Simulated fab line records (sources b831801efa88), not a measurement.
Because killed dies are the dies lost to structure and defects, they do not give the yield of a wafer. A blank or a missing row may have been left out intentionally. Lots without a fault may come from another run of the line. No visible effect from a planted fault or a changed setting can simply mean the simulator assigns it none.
Which tool is to blame? + flow sky130 + Sampling: 11 lots, 33 wafers, 5 of 708 route steps

## WHAT EACH GAUGE READ, for each wafer
SKY_CONTACT_THK_MEAS_03.
| lot  | measured     | on            | CONTACT_HDPCVD_THK (nm) |
|------|--------------|---------------|-------------------------|
| L294 | day 30 06:03 | film-metro-04 | 567 548 555             |
| L297 | day 31 19:59 | film-metro-02 | 579 576 566             |
| L298 | day 32 00:18 | film-metro-02 | 562 566 557             |
| L299 | day 32 09:16 | film-metro-03 | 557 564 558             |
| L300 | day 32 14:49 | film-metro-02 | 574 584 576             |
| L302 | day 33 14:38 | film-metro-04 | 573 577 569             |
| L311 | day 36 02:14 | film-metro-03 | 574 578 561             |
| L310 | day 36 07:10 | film-metro-03 | 566 584 580             |
| L312 | day 36 09:49 | film-metro-03 | 579 585 570             |
| L313 | day 36 20:44 | film-metro-02 | 567 555 572             |
| L316 | day 37 02:43 | film-metro-02 | 558 574 555             |

SKY_CONTACT_OVL_MEAS_15.
| lot  | measured     | on         | CONTACT_OVL (nm) |
|------|--------------|------------|------------------|
| L294 | day 31 10:14 | overlay-02 | -1 3 -4          |
| L297 | day 32 23:53 | overlay-02 | 2 -2 3           |
| L298 | day 33 03:26 | overlay-01 | 4 11 3           |
| L299 | day 33 12:38 | overlay-02 | 5 3 -5           |
| L300 | day 33 18:15 | overlay-02 | 4 -4 3           |
| L302 | day 34 16:49 | overlay-01 | 3 -1 -3          |
| L311 | day 37 04:04 | overlay-01 | 2 -3 2           |
| L310 | day 37 09:35 | overlay-02 | -4 1 -9          |
| L312 | day 37 11:32 | overlay-01 | 2 -1 6           |
| L313 | day 37 23:05 | overlay-02 | 7 -3 5           |
| L316 | day 38 04:37 | overlay-02 | -4 -5 1          |

SKY_METAL1_RS_MEAS_05: measures by four-point-probe.
| lot  | measured     | on            | METAL1_ALCU_RS (ohm/sq) |
|------|--------------|---------------|-------------------------|
| L294 | day 31 11:48 | film-metro-03 | 0.1281 0.1243 0.1270    |
| L297 | day 33 01:26 | film-metro-02 | 0.1293 0.1270 0.1280    |
| L298 | day 33 05:05 | film-metro-02 | 0.1220 0.1214 0.1212    |
| L299 | day 33 14:13 | film-metro-02 | 0.1215 0.1208 0.1236    |
| L300 | day 33 19:50 | film-metro-01 | 0.1287 0.1254 0.1275    |
| L302 | day 34 18:25 | film-metro-02 | 0.1216 0.1221 0.1252    |
| L311 | day 37 05:38 | film-metro-01 | 0.1267 0.1292 0.1256    |
| L310 | day 37 11:08 | film-metro-03 | 0.1265 0.1254 0.1252    |
| L312 | day 37 13:07 | film-metro-02 | 0.1264 0.1249 0.1275    |
| L313 | day 38 00:38 | film-metro-01 | 0.1256 0.1274 0.1280    |
| L316 | day 38 06:11 | film-metro-02 | 0.1264 0.1278 0.1282    |

## EACH LOT AND THE TOOL THAT RAN IT (in order: tool; ch and the chambers of the sampled wafers; start)
| lot  | SKY_CONTACT_ETCH_16                | SKY_METAL1_SPUTTER_02        |
|------|------------------------------------|------------------------------|
| L294 | rie-diel-04 ch 0,2,3, day 31 10:16 | pvd-sputter-03, day 31 11:41 |
| L297 | rie-diel-01 ch 2,3, day 32 23:55   | pvd-sputter-03, day 33 01:20 |
| L298 | rie-diel-02 ch 1,2,3, day 33 03:28 | pvd-sputter-03, day 33 05:00 |
| L299 | rie-diel-01 ch 0,1,2, day 33 12:40 | pvd-sputter-03, day 33 14:07 |
| L300 | rie-diel-01 ch 1,2, day 33 18:16   | pvd-sputter-04, day 33 19:42 |
| L302 | rie-diel-01 ch 0,3, day 34 16:50   | pvd-sputter-03, day 34 18:18 |
| L311 | rie-diel-01 ch 0,3, day 37 04:05   | pvd-sputter-03, day 37 05:31 |
| L310 | rie-diel-01 ch 1,2,3, day 37 09:37 | pvd-sputter-03, day 37 11:02 |
| L312 | rie-diel-04 ch 0,2,3, day 37 11:34 | pvd-sputter-03, day 37 12:59 |
| L313 | rie-diel-04 ch 0,2,3, day 37 23:07 | pvd-sputter-03, day 38 00:33 |
| L316 | rie-diel-01 ch 0,1,2, day 38 04:38 | pvd-sputter-03, day 38 06:04 |
- SKY_CONTACT_ETCH_16: etches BARC in N2/H2, stops on SiO2, time 45.9 s, target depth 60 nm.
- SKY_METAL1_SPUTTER_02: material AlCu, target thk 250 nm, time 13.3 s.

## WHAT THE TOOLS THEMSELVES READ (means of the sampled wafers that have a number; where no wafer has one, the mark that the record gives instead)
SKY_CONTACT_ETCH_16.
| lot  | tool        | drypump-motor-current-A (A) | oes-product-au (a.u.) | throttle-valve-pct (%) |
|------|-------------|-----------------------------|-----------------------|------------------------|
| L294 | rie-diel-04 | 5.6                         | 0.850                 | 13.228                 |
| L297 | rie-diel-01 | 5.9                         | 0.860                 | 13.225                 |
| L298 | rie-diel-02 | 5.4                         | 0.853                 | 13.234                 |
| L299 | rie-diel-01 | 5.9                         | 0.848                 | 13.231                 |
| L300 | rie-diel-01 | 5.7                         | 0.847                 | 13.219                 |
| L302 | rie-diel-01 | 6.1                         | 0.850                 | 13.218                 |
| L311 | rie-diel-01 | 6.1                         | 0.853                 | 13.225                 |
| L310 | rie-diel-01 | 5.8                         | 0.855                 | 13.220                 |
| L312 | rie-diel-04 | 5.6                         | 0.858                 | 13.227                 |
| L313 | rie-diel-04 | 5.6                         | 0.850                 | 13.225                 |
| L316 | rie-diel-01 | 5.9                         | 0.854                 | 13.225                 |

SKY_METAL1_SPUTTER_02.
| lot  | tool           | cathode-dc-power-W (W) | throttle-valve-pct (%) |
|------|----------------|------------------------|------------------------|
| L294 | pvd-sputter-03 | 10599                  | 30.8                   |
| L297 | pvd-sputter-03 | 10601                  | 29.7                   |
| L298 | pvd-sputter-03 | 11034                  | 29.7                   |
| L299 | pvd-sputter-03 | 11038                  | 30.9                   |
| L300 | pvd-sputter-04 | 10600                  | 29.0                   |
| L302 | pvd-sputter-03 | 11038                  | 30.9                   |
| L311 | pvd-sputter-03 | 10600                  | 31.1                   |
| L310 | pvd-sputter-03 | 10601                  | 30.4                   |
| L312 | pvd-sputter-03 | 10600                  | 30.7                   |
| L313 | pvd-sputter-03 | 10601                  | 30.1                   |
| L316 | pvd-sputter-03 | 10598                  | 31.7                   |

## THE ANSWER, worked out from the rows above alone
Rule: the lots themselves supply what counts as usual. Put in order of their means at a reading, lots are off if they are a third of the lots or fewer, leave a main group of 4 or more, and stand apart from it by a gap of 3 or more times the standard deviation of the main group's means; of several such gaps the widest counts. A main group is skipped when, at the precision printed for the reading in the tables above, its means are all equal. A lot without any number at a reading at which 4 lots or more have one is off too. Any other lot the step has rows for is counted as sound. The gauges are gone through in route order, then the tools' own readings, and for those a lot's mean is taken as printed above. At the first step where some lot is off, the reading lying furthest off is the one used; lots without a number count as furthest.
Off: at SKY_METAL1_RS_MEAS_05 (METAL1_ALCU_RS), L298, L299, L302. The main group: mean 0.1269 ohm/sq, standard deviation 0.0007.
If a tool, at a process step before that reading, ran all the lots that are off and no sound lot after the first of them, it fits. Not tried: the gauges at SKY_METAL1_RS_MEAS_05; whatever is off there is also off at SKY_METAL1_SPUTTER_02, on other tools, and gauge error can't account for it. Of those tried, none fits.

## WHAT WAS PUT IN BY THE SIMULATOR
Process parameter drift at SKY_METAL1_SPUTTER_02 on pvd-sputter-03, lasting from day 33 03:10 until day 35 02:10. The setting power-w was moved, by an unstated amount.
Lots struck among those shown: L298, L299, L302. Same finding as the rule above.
